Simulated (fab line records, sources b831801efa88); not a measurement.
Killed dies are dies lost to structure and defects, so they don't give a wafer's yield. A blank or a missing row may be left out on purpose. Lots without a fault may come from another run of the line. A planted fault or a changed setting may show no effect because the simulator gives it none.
Which tool did it? | flow gf180mcu | 14 lots, 41 wafers sampled, at 4 steps of a route of 602

WHAT THE GAUGES READ, wafer by wafer
GF_HV_LDD_TW_MEAS_23.
lot  | measured     | on            | HV_LDD_2_TW
L110 | day 11 14:55 | film_metro-03 | 1060 1061 1066
L111 | day 11 23:13 | film_metro-04 | 1051 1050 1058
L115 | day 13 10:30 | film_metro-03 | 1064 1072 1071
L114 | day 13 09:28 | film_metro-03 | 1071 1072 1072
L116 | day 13 10:49 | film_metro-03 | 1067 1061 1067
L117 | day 14 03:56 | film_metro-04 | 1062 1060 1063
L118 | day 14 10:01 | film_metro-01 | 1060 1067 1063
L119 | day 14 14:32 | film_metro-01 | 1064 1068 1066
L120 | day 14 17:22 | film_metro-01 | 1073 1068 1071
L121 | day 15 00:28 | film_metro-01 | 1066 1066 1068
L128 | day 17 12:07 | film_metro-03 | 32 1064 32 32 1056 32
L129 | day 17 22:34 | film_metro-01 | 1063 32 1066 1061 32 1059
L130 | day 18 03:49 | film_metro-01 | 32 1072 32 1067
L131 | day 18 04:57 | film_metro-01 | 1067 1061 1060

GF_PSD_CD_MEAS_07: target cd 400 nm.
lot  | measured     | on        | cd_nm (nm)
L110 | day 15 05:00 | cd_sem-01 | 398.7 398.3 398.9
L111 | day 15 13:58 | cd_sem-01 | 399.1 401.3 402.6
L115 | day 17 06:31 | cd_sem-02 | 402.5 401.4 402.9
L114 | day 17 05:05 | cd_sem-02 | 398.7 399.1 399.4
L116 | day 17 07:32 | cd_sem-02 | 399.2 400.6 400.2
L117 | day 17 23:01 | cd_sem-01 | 398.3 396.3 395.3
L118 | day 18 07:51 | cd_sem-01 | 402.0 400.5 397.8
L119 | day 18 11:44 | cd_sem-02 | 395.5 394.6 394.6
L120 | day 18 15:04 | cd_sem-01 | 401.6 403.6 403.5
L121 | day 19 00:08 | cd_sem-01 | 400.1 400.1 398.7
L128 | day 21 12:30 | cd_sem-01 | 398.9
L129 | day 21 20:34 | cd_sem-02 | 399.8 399.2
L130 | day 22 04:11 | cd_sem-01 | 399.6
L131 | day 22 08:59 | cd_sem-02 | 398.6 399.3 398.3

WHICH TOOL RAN EACH LOT (tool, then ch and the chambers of the sampled wafers, then the start)
lot  | GF_VT_IMPLANT_RTA_45             | GF_HV_LDD_DEVELOP_18
L110 | rtp_anneal-02 ch 0, day 8 06:16  | litho_track-04 ch 0, day 11 14:23
L111 | rtp_anneal-01 ch 0, day 8 11:46  | litho_track-04 ch 0, day 11 22:40
L115 | rtp_anneal-02 ch 0, day 9 18:17  | litho_track-04 ch 0, day 13 09:56
L114 | rtp_anneal-01 ch 0, day 9 18:25  | litho_track-01 ch 0, day 13 08:54
L116 | rtp_anneal-01 ch 0, day 9 21:11  | litho_track-04 ch 0, day 13 10:17
L117 | rtp_anneal-01 ch 0, day 10 11:37 | litho_track-02 ch 0, day 14 03:23
L118 | rtp_anneal-01 ch 0, day 10 15:03 | litho_track-04 ch 0, day 14 09:28
L119 | rtp_anneal-02 ch 0, day 10 20:34 | litho_track-01 ch 0, day 14 14:01
L120 | rtp_anneal-02 ch 0, day 11 00:38 | litho_track-01 ch 0, day 14 16:49
L121 | rtp_anneal-01 ch 0, day 11 08:08 | litho_track-04 ch 0, day 14 23:53
L128 | rtp_anneal-02 ch 0, day 13 08:16 | litho_track-04 ch 0, day 17 07:40
L129 | rtp_anneal-01 ch 0, day 13 13:13 | litho_track-04 ch 0, day 17 15:32
L130 | rtp_anneal-02 ch 0, day 13 18:28 | litho_track-04 ch 0, day 17 23:10
L131 | rtp_anneal-01 ch 0, day 14 03:06 | litho_track-01 ch 0, day 18 04:24
- GF_VT_IMPLANT_RTA_45: time 30 s.
- GF_HV_LDD_DEVELOP_18: develop time 60 s.

WHAT THE TOOLS THEMSELVES READ (means of the sampled wafers that have a number; where no wafer has one, the mark that the record gives instead)
GF_VT_IMPLANT_RTA_45.
lot  | tool          | lamp_power_pct (%) | wafer_temp_C_max
L110 | rtp_anneal-02 | 33.1               | 1055.5
L111 | rtp_anneal-01 | 29.1               | 1056.4
L115 | rtp_anneal-02 | 33.1               | 1055.5
L114 | rtp_anneal-01 | 29.1               | 1056.4
L116 | rtp_anneal-01 | 29.1               | 1057.5
L117 | rtp_anneal-01 | 29.1               | 1056.8
L118 | rtp_anneal-01 | 29.1               | 1056.9
L119 | rtp_anneal-02 | 33.1               | 1055.7
L120 | rtp_anneal-02 | 33.1               | 1056.0
L121 | rtp_anneal-01 | 29.1               | 1056.9
L128 | rtp_anneal-02 | 33.1               | 1057.0
L129 | rtp_anneal-01 | 29.1               | 1058.0
L130 | rtp_anneal-02 | 33.1               | 1055.6
L131 | rtp_anneal-01 | 29.2               | 1057.7

THE ANSWER, worked out from the rows above alone
Rule: what is usual is taken from the lots themselves. Put in order of their means at a reading, lots are off if they are a third of the lots or fewer, leave a main group of 4 or more, and stand apart from it by a gap of 3 or more times the standard deviation of the main group's means; of several such gaps the widest counts. A main group whose means are all the same, to the digits that the tables above print for the reading, isn't used. A lot without any number at a reading at which 4 lots or more have one is off too. The other lots that the step has rows for count as sound. The gauges are gone through in route order, then the tools' own readings, and for those a lot's mean is taken as printed above. The first step at which some lot is off is used, and at that step the reading that is off furthest; a lot without a number counts as furthest.
Off: L128, L129, L130, at GF_HV_LDD_TW_MEAS_23 (HV_LDD_2_TW). The main group: mean 1065, standard deviation 4.9.
A tool fits if, at a process step before that reading, it ran every lot that is off, and no sound lot after the first of them. The gauges at GF_HV_LDD_TW_MEAS_23 are tried like those tools. One fits: litho_track-04 at GF_HV_LDD_DEVELOP_18. Its last sound lot is L121 (day 14 23:53), its first lot that is off L128 (day 17 07:40): a fault that began between those two fits.

WHAT THE SIMULATOR HAD PUT IN
Process parameter drift: litho_track-04, from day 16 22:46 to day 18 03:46, at GF_HV_LDD_DEVELOP_18. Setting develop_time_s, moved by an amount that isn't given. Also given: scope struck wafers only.
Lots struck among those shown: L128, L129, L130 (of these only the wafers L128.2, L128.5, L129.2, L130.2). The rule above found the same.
